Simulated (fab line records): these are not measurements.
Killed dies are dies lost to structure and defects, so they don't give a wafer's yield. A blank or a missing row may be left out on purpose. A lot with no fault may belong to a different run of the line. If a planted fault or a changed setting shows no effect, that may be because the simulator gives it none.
Matching of chambers    flow sky130    SKY_VIA1_CMP_02 on cmp-02 has 4 sister chambers
The step polishes SiO2. 4 wafers are shown with their chamber, then 9 later ones without.

== EACH WAFER AND ITS CHAMBER ==
wafer   chamber  motor current A (A)
L600.5  1        12.3
L599.1  0        13.3
L599.2  2        11.5
L599.3  3        12.7

== WAFERS WITHOUT THEIR CHAMBER ==
wafer   motor current A (A)
L601.1  11.4
L601.2  12.3
L601.5  11.3
L602.1  11.6
L602.3  12.8
L602.4  13.0
L603.2  13.0
L603.3  13.1
L603.5  13.4

== WHICH CHAMBER EACH WENT THROUGH ==
wafer   from the rows above      in truth
L601.1  2                        2
L601.2  1                        1
L601.5  2                        2
L602.1  2                        2
L602.3  3                        3
L602.4  can't be placed: 0 or 3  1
L603.2  can't be placed: 0 or 3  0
L603.3  can't be placed: 0 or 3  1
L603.5  0                        0
Correctly placed: 6 of 9. Cannot be placed on the basis of these rows: 3; the candidates contain the true chamber in 1. Placed wrongly: 0.
How it was worked out, from the rows above alone: a wafer's distance from a chamber is the root of the sum, over the readings, of the square of ((its reading less the chamber's mean) divided by the reading's scatter). If the next closest chamber is less than 2 further off than the closest, the wafer can't be placed; otherwise it belongs to the closest. The mean given for a chamber averages the wafers shown for that chamber. The scatter: with one shown wafer a chamber, the root of the mean of the squares of how far each hidden wafer lies from its nearest shown one.
